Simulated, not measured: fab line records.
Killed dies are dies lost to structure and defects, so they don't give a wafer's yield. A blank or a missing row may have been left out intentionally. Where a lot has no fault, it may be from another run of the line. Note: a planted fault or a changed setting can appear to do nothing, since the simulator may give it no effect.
A struck lot beside a sound one    flow sfqLine    31 steps out of a route of 325
Sound: these wafers, L739.2, L739.3, L739.6. Struck: wafer L753.4 (L753.1, L753.2, from the same lot, were not struck and are left out); the cause is given at the end.
Per side, at each step with rows, come the tool, then ch with its chambers, and then its first start. Under that, the readings that differ: sound wafers    struck wafers    difference of the means    sigmas: that difference in standard deviations of wafers without a fault.
alike: words and numbers the same on both sides, and readings whose means are apart by under 2 such deviations; not compared: readings that were withheld, readings missing a value for some wafer, numbers with overlapping values and no deviation given by the record, and bounds like >300 which may hide the same value.
The two part at a step that has a row with sigmas, a row that says differs or no value, or rows on one side only. Numbers that have no deviation but don't overlap get no sigmas and don't part them. Lack of a reading on every wafer of one side parts them only where that side has two or more wafers.

SFQ_INCOMING_BOW_MEAS_900:
  sound on filmMetro-02, day 1 10:01; struck on filmMetro-03, day 4 08:00
  alike: INCOMING_BOW
then, 1 step without rows for these wafers: SFQ_TRILAYER_INCOMING_OXIDATION_002 (target thk 500 nm, ox time 4939 s).
SFQ_TRILAYER_L0_DEP_SPUTTER_003: material MoNx KI, target thk 40 nm, time 100 s.
  sound on pvdSputter-05, day 1 12:29; struck on pvdSputter-04, day 4 10:29
reading                                                  sound             struck  difference  sigmas
model.MoNx_KI_of_TRILAYER_L0_DEP_SPUTTER_003.thkNm (nm)  39.8 40.07 39.63  13.5    -26.3       
  alike: throttleValvePct
SFQ_L0_RS_MEAS_901: a four-point-probe measurement.
  sound on filmMetro-02, day 1 12:35; struck on filmMetro-03, day 4 10:56
reading                 sound           struck  difference  sigmas
L0_MONX_KI_RS (ohm/sq)  43.7 43.3 43.9  128.9   +85.3       +99 or more
  not compared: hold
SFQ_L0_THK_MEAS_902: measures by xrf.
  sound on filmMetro-02, day 1 12:41; struck on filmMetro-03, day 4 13:26
reading              sound           struck  difference  sigmas
L0_MONX_KI_THK (nm)  39.9 40.0 39.6  13.6    -26.2       -55
  not compared: hold
then, 6 steps without rows for these wafers: SFQ_TRILAYER_L0_LITHO_COAT_005 (resist thk 600 nm); SFQ_TRILAYER_L0_LITHO_SOFTBAKE_009; SFQ_TRILAYER_L0_LITHO_EXPOSE_006 (exposes mask L0, target cd 2000 nm); SFQ_TRILAYER_L0_LITHO_PEB_008 (peb time 60 s); SFQ_TRILAYER_L0_LITHO_DEVELOP_007 (time 60 s); SFQ_TRILAYER_L0_BARC_OPEN_METAL_ETCH_010 (etches BARC in O2, target depth 125 nm, time 41.7 s).
-- the record jumps here: 3 days lie between the struck wafers' starts before and after --
SFQ_TRILAYER_L0_ETCH_METAL_ETCH_008: etches MoNx KI in SF6/O2, stops on SiO2, target depth 50 nm, time 25 s.
  sound on rieMetal-01 ch 0,1, day 4 09:34; struck on rieMetal-03 ch 1, day 7 13:43
reading              sound              struck  difference  sigmas
oesProductAu (a.u.)  0.861 0.870 0.867  0.545   -0.321      -44
  alike: chamberPressureMTorr, drypumpMotorCurrentA
  not compared: rfHoursCounterH
SFQ_TRILAYER_L0_STRIP_STRIP_009: strips in O2.
  sound on rieMetal-01 ch 0,1, day 4 09:37; struck on rieMetal-03 ch 1, day 7 13:46
  alike: chamberPressureMTorr, drypumpMotorCurrentA, oesProductAu
  not compared: rfHoursCounterH
then, 1 step without rows for these wafers: SFQ_TRILAYER_L0_STRIP_SOLV_CLEAN_010 (cleans in NMP, time 600 s).
SFQ_TRILAYER_L0_CAP_PECVD_011: deposits SiO2 from SiH4/N2O, time 13.333 s, target thk 60 nm.
  sound on pecvd-01 ch 1,2, day 4 10:23; struck on pecvd-03 ch 2, day 7 14:32
reading               sound           struck  difference  sigmas
throttleValvePct (%)  24.0 24.1 24.1  31.6    +7.5        +3
  alike: heaterPowerW
then, 6 steps without rows for these wafers: SFQ_TRILAYER_L0_VIA_LITHO_COAT_018 (resist thk 62 nm); SFQ_TRILAYER_L0_VIA_LITHO_COAT_013 (resist thk 650 nm); SFQ_TRILAYER_L0_VIA_LITHO_SOFTBAKE_017; SFQ_TRILAYER_L0_VIA_LITHO_EXPOSE_014 (exposes mask L0V, target cd 700 nm); SFQ_TRILAYER_L0_VIA_LITHO_PEB_016 (peb time 60 s); SFQ_TRILAYER_L0_VIA_LITHO_DEVELOP_015 (time 60 s).
-- the record jumps here: 4 days lie between the struck wafers' starts before and after --
SFQ_L0V_OVL_MEAS_903:
  sound on overlay-02, day 7 12:28; struck on overlay-01, day 12 02:29
  alike: L0V_OVL
then, 1 step without rows for these wafers: SFQ_TRILAYER_L0_VIA_BARC_OPEN_VIA_ETCH_021 (etches BARC in O2, target depth 125 nm, time 41.7 s).
SFQ_TRILAYER_L0_VIA_ETCH_VIA_ETCH_016: etches SiO2 in CHF3, stops on MoNx KI, target depth 80 nm.
  sound on rieDiel-01 ch 0,2,3, day 7 12:32; struck on rieDiel-03 ch 3, day 12 02:34
  alike: chamberPressureMTorr, drypumpMotorCurrentA, oesProductAu
SFQ_TRILAYER_L0_VIA_STRIP_STRIP_017: strips in O2.
  sound on rieMetal-02 ch 0,1, day 7 12:34; struck on rieMetal-03 ch 0, day 12 02:36
reading                   sound           struck  difference  sigmas
drypumpMotorCurrentA (A)  5.71 5.37 5.67  6.50    +0.92       +3
  alike: chamberPressureMTorr, oesProductAu
  not compared: rfHoursCounterH
then, 2 steps without rows for these wafers: SFQ_TRILAYER_L0_VIA_STRIP_SOLV_CLEAN_018 (cleans in NMP, time 600 s); SFQ_TRILAYER_M0_DEP_PRE_CLEAN_020 (time 15 s).
SFQ_TRILAYER_M0_DEP_SPUTTER_019: material Nb, target thk 200 nm, time 133.3 s.
  sound on pvdSputter-04, day 7 13:23; struck on pvdSputter-06, day 12 03:24
reading               sound           struck  difference  sigmas
throttleValvePct (%)  30.8 27.5 27.3  31.0    +2.5        +2
SFQ_M0_RS_MEAS_904: a four-point-probe measurement.
  sound on filmMetro-04, day 7 13:30; struck on filmMetro-03, day 12 03:29
  alike: M0_NB_RS
then, 1 step without rows for these wafers: SFQ_TRILAYER_M0_LITHO_COAT_026 (resist thk 62 nm).
-- the record jumps here: 74 days lie between the struck wafers' starts before and after --
SFQ_M8_BOW_MEAS_951:
  sound on filmMetro-04, day 81 08:29; struck on filmMetro-04, day 85 19:16
reading                  sound              struck  difference  sigmas
M8_BOW (um)              1 -11 2            17      +20         +2
model.etest.l0v.linkOhm  44.57 44.27 44.74  129.6   +85.1       
model.etest.l0.ohmSq     43.65 43.36 43.84  128.7   +85.1       
model.etest.l0.ohmUm     21.81 21.65 21.93  64.29   +42.49      

## WHERE THEY PART
At SFQ_L0_RS_MEAS_901 first; at SFQ_M8_BOW_MEAS_951 last (within this record only).

WHY: whatever the simulator had introduced
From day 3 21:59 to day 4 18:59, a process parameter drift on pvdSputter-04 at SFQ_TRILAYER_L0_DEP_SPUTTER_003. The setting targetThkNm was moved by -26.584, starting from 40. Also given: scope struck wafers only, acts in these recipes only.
